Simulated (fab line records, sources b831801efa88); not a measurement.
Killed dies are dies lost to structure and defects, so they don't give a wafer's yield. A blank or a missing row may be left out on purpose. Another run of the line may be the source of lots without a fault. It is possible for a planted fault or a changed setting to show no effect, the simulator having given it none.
Matching of chambers    flow gf180mcu    3 sister chambers for GF_SAB_CVD_00 on pecvd-03
The step deposits SiO2 from TEOS, target thk 50 nm, time 4.9302 s. 22 wafers are shown with their chamber, then 11 later ones without.

== WAFERS WITH THEIR CHAMBER ==
wafer   chamber  heater_power_w (W)
L667.3  2        901
L667.5  0        850
L667.6  1        511
L669.1  1        511
L669.2  2        857
L669.6  0        773
L671.2  0        931
L671.5  0        943
L671.6  1        584
L672.1  2        784
L672.5  1        607
L672.6  0        940
L676.5  2        735
L676.6  0        866
L677.1  0        958
L677.5  0        971
L678.1  1        603
L678.5  2        884
L684.2  2        742
L684.3  1        617
L684.4  0        933
L685.1  1        567

SIGNATURES (means of the wafers above)
reading         chamber 0  chamber 1  chamber 2  scatter within a chamber
heater_power_w  907.22     571.43     817.17     61.4
Rule: a wafer lies at a distance from a chamber equal to the root of the sum of squares, over the readings, of (its reading less the chamber's mean, divided by the reading's scatter). If the next closest chamber is less than 2 further off than the closest, the wafer can't be placed; otherwise it belongs to the closest. The scatter: the root of (the sum of the squares of (reading less its chamber's mean) over the shown wafers, divided by (wafers less chambers)).

== WAFERS WITH NO CHAMBER GIVEN ==
wafer   heater_power_w (W)
L685.2  953
L685.3  857
L687.2  888
L687.3  801
L687.5  796
L688.1  510
L688.5  755
L688.6  519
L690.2  587
L690.5  809
L690.6  875

== WHICH CHAMBER EACH WENT THROUGH ==
wafer   from the rows above           in truth
L685.2  can't be placed: 0 or 2       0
L685.3  can't be placed: 2 or 0       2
L687.2  can't be placed: 0 or 2       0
L687.3  can't be placed: 2 or 0       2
L687.5  can't be placed: 2 or 0       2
L688.1  1                             1
L688.5  can't be placed: 2 or 0 or 1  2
L688.6  1                             1
L690.2  1                             1
L690.5  can't be placed: 2 or 0       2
L690.6  can't be placed: 0 or 2       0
Correctly placed: 3 of 11. Cannot be placed on the basis of these rows: 8; the candidates contain the true chamber in 8. Number placed wrongly: 0.
